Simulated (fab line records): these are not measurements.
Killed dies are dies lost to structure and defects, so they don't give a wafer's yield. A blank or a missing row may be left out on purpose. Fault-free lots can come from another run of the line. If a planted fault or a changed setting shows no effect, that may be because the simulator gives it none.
What tool caused it?	flow sky130	route of 708 steps, sampled at 1 step: 15 lots, 45 wafers

WHAT THE GAUGES READ, wafer by wafer
SKY_VIA2_CD_MEAS_12: target cd 200 nm.
lot	measured	on	cd_nm (nm)
L511	day 36 06:45	cd_sem-02	199.6 201.5 201.5
L514	day 37 14:51	cd_sem-02	201.5 200.3 199.4
L515	day 37 16:17	cd_sem-01	202.3 201.5 202.7
L516	day 38 04:20	cd_sem-01	199.6 199.6 199.9
L517	day 38 12:28	cd_sem-01	200.6 199.4 200.0
L519	day 39 04:56	cd_sem-01	200.2 199.8 199.0
L520	day 39 09:13	cd_sem-01	202.4 199.3 200.0
L521	day 39 17:01	cd_sem-01	201.1 202.1 200.9
L523	day 40 14:28	cd_sem-01	200.6 199.0 198.5
L525	day 41 06:18	cd_sem-01	203.4 203.2 201.4
L527	day 41 09:54	cd_sem-01	199.6 198.9 199.4
L526	day 41 11:07	cd_sem-01	200.6 200.3 201.8
L532	day 42 16:26	cd_sem-01	198.7 197.6 197.7
L534	day 43 03:56	cd_sem-02	202.3 201.2 200.3
L533	day 43 04:34	cd_sem-01	198.4 198.3 198.5

TOOL THAT RAN EACH LOT (tool first, then ch and the chambers of the sampled wafers, then the start)
Before these readings, the record contains no process step.

WHAT THE TOOLS THEMSELVES READ (means of the sampled wafers that have a number; where no wafer has one, the mark that the record gives instead)
The record holds no such reading with a usual standard deviation.

THE ANSWER, worked out from the rows above alone
Rule: what is usual is taken from the lots themselves. Put in order of their means at a reading, lots are off if they are a third of the lots or fewer, leave a main group of 4 or more, and stand apart from it by a gap of 3 or more times the standard deviation of the main group's means; of several such gaps the widest counts. Not used: any main group whose means are identical at the precision the tables above print for the reading. Also off: a lot with no number at a reading for which 4 or more lots have one. Any other lot the step has rows for is counted as sound. Order of review: gauges by route order, followed by the tools' own readings, for which a lot's mean as printed above is used. At the first step where some lot is off, the reading lying furthest off is the one used; lots without a number count as furthest.
No lot is off on any of the readings shown, so nothing can be concluded from this.

WHAT THE SIMULATOR PUT IN
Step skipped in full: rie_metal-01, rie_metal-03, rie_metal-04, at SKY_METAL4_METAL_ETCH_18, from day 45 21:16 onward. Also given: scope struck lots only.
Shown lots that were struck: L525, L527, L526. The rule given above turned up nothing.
